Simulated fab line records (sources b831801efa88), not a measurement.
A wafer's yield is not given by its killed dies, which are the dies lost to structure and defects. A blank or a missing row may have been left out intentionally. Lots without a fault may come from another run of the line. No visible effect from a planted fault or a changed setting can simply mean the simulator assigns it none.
Comparing a struck lot with a sound one -- flow sky130 -- 18 out of 708 route steps
Sound: wafers L170.1, L170.2, L170.6. Wafers struck: L171.1, L171.3, L171.5. The cause comes at the end.
Per side, at each step with rows, come the tool, then ch with its chambers, and then its first start. Under that, the readings that differ: sound wafers -- struck wafers -- difference of the means -- sigmas: that difference in standard deviations of wafers without a fault.
alike: readings whose means differ by less than 2 such deviations, and words and numbers that are the same on both sides. not compared: withheld readings, readings that some wafer has no value for, bounds like >300 that may hide the same value, and numbers for which the record gives no deviation and whose values overlap.
A row with sigmas, a row that says differs or no value, or rows on one side alone: a step with any of these is where the two part. Non-overlapping numbers with no deviation appear without sigmas and do not part them. Lack of a reading on every wafer of one side parts them only where that side has two or more wafers.

first, 3 steps without rows for these wafers: SKY_SONOS_ONO_WET_ETCH_18 (etches Si3N4 in H3PO4, target depth 15 nm, time 172 s); SKY_GATE_OXIDE_CLEAN_00 (cleans in SC1/SC2, time 150 s); SKY_GATE_OXIDE_OXIDATION_01 (stabilise 600 s, purge 300 s, target thk 10.268 nm).
SKY_GATE_OXIDE_THK_MEAS_02:
  sound on film_metro-01, day 19 01:35; struck on film_metro-01, day 19 17:55
  alike: GATE_OXIDE_OXIDATION_00_THK
then, 7 steps without rows for these wafers: SKY_GATE_OXIDE_DEHYDRATE_03 (time 60 s); SKY_GATE_OXIDE_HMDS_04 (prime time 60 s); SKY_GATE_OXIDE_COAT_05 (resist thk 1140 nm); SKY_GATE_OXIDE_SOFTBAKE_06 (time 60 s); SKY_GATE_OXIDE_EXPOSE_07 (exposes mask LVOM, target cd 600 nm); SKY_GATE_OXIDE_PEB_08; SKY_GATE_OXIDE_DEVELOP_09 (develop time 60 s).
SKY_GATE_OXIDE_OVL_MEAS_10:
  sound on overlay-01, day 20 07:59; struck on overlay-02, day 20 23:14
  alike: GATE_OXIDE_OVL
SKY_GATE_OXIDE_IMPLANT_11:
  sound on implanter-03 ch 0, day 20 08:02; struck on implanter-02 ch 0, day 20 23:17
reading,sound,struck,difference,sigmas
beam_on_s (s),9.91 9.73 9.65,11.09 11.20 11.42,+1.47,+7
faraday_current_uA,14.52 14.72 14.82,12.92 12.80 12.54,-1.93,-7
  alike: beam_energy_keV
then, 1 step without rows for these wafers: SKY_GATE_OXIDE_WET_ETCH_12 (etches SiO2 in dHF, target depth 16.8 nm, time 336 s).
SKY_GATE_OXIDE_STRIP_13: strips in O2/N2.
  sound on plasma_asher-02 ch 0,1, day 20 08:17; struck on plasma_asher-03 ch 0,1, day 20 23:32
  alike: drypump_motor_current_A, oes_product_au, strip_time_to_endpoint_s
  not compared: rf_hours_counter_h
SKY_GATE_OXIDE_TW_MEAS_14:
  sound on film_metro-01, day 20 08:23; struck on film_metro-03, day 20 23:38
reading,sound,struck,difference,sigmas
GATE_OXIDE_TW,224.1 224.8 223.7,228.5 228.2 229.2,+4.4,+3
then, 1 step without rows for these wafers: SKY_GATE_OXIDE_CLEAN_15 (cleans in SC1/SC2, time 150 s).
-- record jumps: 30 days separate the struck wafers' starts on either side; left off in module GATE_OXIDE, taken up again in module PAD_OPEN, whose first shown step is the route's number 708 --
SKY_PAD_OPEN_PROBE_99:
  sound on prober-02, day 50 05:53; struck on prober-01, day 50 13:48
reading,sound,struck,difference,sigmas
model.etest.pfet_01v8.r_on_ohm_um,2870 2943 2877,2850 2838 2861,-47,
model.etest.pfet_01v8_lvt.drive_ua_um,173.1 170.5 172.2,189.4 189.9 189.1,+17.5,
model.etest.pfet_01v8.drive_ua_um,194.1 188.3 193.6,199.9 198.9 195.8,+6.2,
model.etest.pfet_01v8_mvt.drive_ua_um,150 146.7 151.1,159.1 159.6 155.7,+8.9,
model.etest.pfet_01v8_hvt.drive_ua_um,143.8 140.4 143.4,150.2 149.4 148.3,+6.8,
model.etest.sram_pfet_latch.drive_ua_um,140 139.9 138.6,150.3 146.5 145.3,+7.9,
  alike: killed_at_M0_to_M3, killed_at_M4_up, killed_at_contacts, killed_at_front_end, killed_at_other, killed_dies, killed_open, killed_short
  not compared: model.etest.tip_p.rs_ohm_sq, model.etest.nfet_01v8_lvt.drive_ua_um

WHERE THEY PART
At SKY_GATE_OXIDE_IMPLANT_11 first; at SKY_GATE_OXIDE_TW_MEAS_14 last (within this record only). Later steps at which nothing parts them and some readings are alike: SKY_PAD_OPEN_PROBE_99.

WHY: what had been put in by the simulator
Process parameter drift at SKY_GATE_OXIDE_IMPLANT_11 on implanter-02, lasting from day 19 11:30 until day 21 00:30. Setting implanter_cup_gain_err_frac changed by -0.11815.
